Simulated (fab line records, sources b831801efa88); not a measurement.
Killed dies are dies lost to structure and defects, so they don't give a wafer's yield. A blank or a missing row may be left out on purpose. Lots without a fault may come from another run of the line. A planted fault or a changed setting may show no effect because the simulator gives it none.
Which tool did it? | flow gf180mcu | 11 lots, 33 wafers sampled, at 4 steps of a route of 602

WHAT THE GAUGES READ, wafer by wafer
GF_M2_THK_MEAS_06: measures by xrf. Usual: M2_ALCU_THK 452 nm, standard deviation 5.8.
lot  | measured     | on            | M2_ALCU_THK (nm) | flag
L617 | day 18 03:43 | film_metro-03 | 451 452 452      |
L621 | day 19 20:39 | film_metro-04 | 450 447 446      |
L628 | day 22 12:26 | film_metro-01 | 453 447 453      |
L629 | day 22 21:59 | film_metro-04 | 446 453 453      |
L630 | day 23 03:50 | film_metro-03 | 460 451 460      |
L631 | day 23 10:37 | film_metro-03 | 454 452 455      |
L632 | day 23 22:31 | film_metro-01 | 441 453 450      |
L633 | day 24 04:11 | film_metro-04 | 461 451 454      |
L636 | day 25 00:14 | film_metro-03 | 453 439 442      |
L637 | day 25 08:10 | film_metro-03 | 449 451 459      |
L640 | day 26 02:55 | film_metro-03 | 443 444 452      |

GF_M2_CD_MEAS_14: target cd 280 nm. Usual: cd_nm 279.9 nm, standard deviation 1.2.
lot  | measured     | on        | cd_nm (nm)        | flag
L617 | day 19 03:34 | cd_sem-02 | 280.3 278.9 281.1 |
L621 | day 20 21:04 | cd_sem-02 | 263.9 268.5 264.4 | OFF
L628 | day 23 11:16 | cd_sem-01 | 278.3 278.0 278.7 |
L629 | day 23 20:16 | cd_sem-02 | 279.1 278.1 278.9 |
L630 | day 24 02:38 | cd_sem-01 | 278.6 279.5 279.9 |
L631 | day 24 08:22 | cd_sem-02 | 279.6 279.0 278.5 |
L632 | day 24 20:28 | cd_sem-02 | 281.6 280.7 280.8 |
L633 | day 25 01:50 | cd_sem-01 | 280.8 280.8 280.4 |
L636 | day 25 21:08 | cd_sem-01 | 280.0 280.3 279.3 |
L637 | day 26 04:51 | cd_sem-02 | 280.2 278.7 279.4 |
L640 | day 26 22:47 | cd_sem-01 | 278.7 278.7 278.8 |

WHICH TOOL RAN EACH LOT (tool, then ch and the chambers of the sampled wafers, then the start)
lot  | GF_V1_CMP_26                  | GF_M2_EXPOSE_11
L617 | cmp-02 ch 0,2,3, day 18 03:05 | krf_scanner-02 ch 0, day 18 15:56
L621 | cmp-01 ch 0,3, day 19 20:00   | krf_scanner-02 ch 0, day 20 09:14
L628 | cmp-02 ch 0,3, day 22 11:50   | krf_scanner-02 ch 0, day 23 00:06
L629 | cmp-01 ch 0,2, day 22 21:23   | krf_scanner-01 ch 0, day 23 09:00
L630 | cmp-02 ch 0,2, day 23 03:15   | krf_scanner-02 ch 0, day 23 15:28
L631 | cmp-02 ch 0,1,3, day 23 10:05 | krf_scanner-02 ch 0, day 23 21:49
L632 | cmp-01 ch 0,2,3, day 23 21:46 | krf_scanner-02 ch 0, day 24 09:34
L633 | cmp-01 ch 0,2, day 24 03:35   | krf_scanner-01 ch 0, day 24 15:25
L636 | cmp-01 ch 0,2, day 24 23:35   | krf_scanner-01 ch 0, day 25 10:38
L637 | cmp-01 ch 1,2, day 25 07:31   | krf_scanner-01 ch 0, day 25 18:53
L640 | cmp-02 ch 2,3, day 26 02:14   | krf_scanner-02 ch 0, day 26 13:26
- GF_V1_CMP_26: polishes, stops on SiO2, t overpolish 15 s, target thk 0 nm.
- GF_M2_EXPOSE_11: exposes mask Metal2, target cd 280 nm.

WHAT THE TOOLS THEMSELVES READ (means of the sampled wafers that have a number; where no wafer has one, the mark that the record gives instead)
GF_V1_CMP_26. Usual: motor_current_A 10.5 A, standard deviation 1; overpolish_run_s 14.999 s, standard deviation 0.0092; slurry_filter_dp_kPa 13.49 kPa, standard deviation 0.13; time_to_endpoint_s 85 s, standard deviation 3.
lot  | tool   | motor_current_A (A) | overpolish_run_s (s) | slurry_filter_dp_kPa (kPa) | time_to_endpoint_s (s) | flag
L617 | cmp-02 | 10.2                | 14.995               | 13.38                      | 84                     |
L621 | cmp-01 | 11.0                | 15.005               | 13.40                      | 89                     |
L628 | cmp-02 | 10.1                | 14.996               | 13.40                      | 80                     |
L629 | cmp-01 | 11.5                | 14.987               | 13.52                      | 85                     |
L630 | cmp-02 | 10.0                | 15.000               | 13.43                      | 88                     |
L631 | cmp-02 | 10.8                | 15.007               | 13.53                      | 83                     |
L632 | cmp-01 | 10.6                | 14.998               | 13.70                      | 83                     |
L633 | cmp-01 | 10.9                | 15.007               | 13.45                      | 85                     |
L636 | cmp-01 | 11.0                | 14.994               | 13.42                      | 87                     |
L637 | cmp-01 | 10.1                | 14.998               | 13.55                      | 82                     |
L640 | cmp-02 | 10.3                | 15.001               | 13.57                      | 91                     |

GF_M2_EXPOSE_11. Usual: exposure_dose_mJ_cm2 27.87, standard deviation 0.03.
lot  | tool           | exposure_dose_mJ_cm2 | flag
L617 | krf_scanner-02 | 27.92                |
L621 | krf_scanner-02 | 27.08                | OFF
L628 | krf_scanner-02 | 27.82                |
L629 | krf_scanner-01 | 27.90                |
L630 | krf_scanner-02 | 27.90                |
L631 | krf_scanner-02 | 27.86                |
L632 | krf_scanner-02 | 27.89                |
L633 | krf_scanner-01 | 27.89                |
L636 | krf_scanner-01 | 27.82                |
L637 | krf_scanner-01 | 27.88                |
L640 | krf_scanner-02 | 27.86                |

THE ANSWER, worked out from the rows above alone
Rule: a lot is off if the mean of its wafers that have a number lies more than 3 standard deviations from the usual mean. A lot without any number at a reading at which 4 lots or more have one is off too. The other lots that the step has rows for count as sound. The gauges are gone through in route order, then the tools' own readings, and for those a lot's mean is taken as printed above. The first step at which some lot is off is used, and at that step the reading that is off furthest; a lot without a number counts as furthest.
Off: L621, at GF_M2_CD_MEAS_14 (cd_nm).
A tool fits if, at a process step before that reading, it ran every lot that is off, and no sound lot after the first of them. The gauges at GF_M2_CD_MEAS_14 aren't tried: what is off there is off at GF_M2_EXPOSE_11 too, on other tools, and a gauge's error can't cause that. None of those tried fits.

WHAT THE SIMULATOR HAD PUT IN
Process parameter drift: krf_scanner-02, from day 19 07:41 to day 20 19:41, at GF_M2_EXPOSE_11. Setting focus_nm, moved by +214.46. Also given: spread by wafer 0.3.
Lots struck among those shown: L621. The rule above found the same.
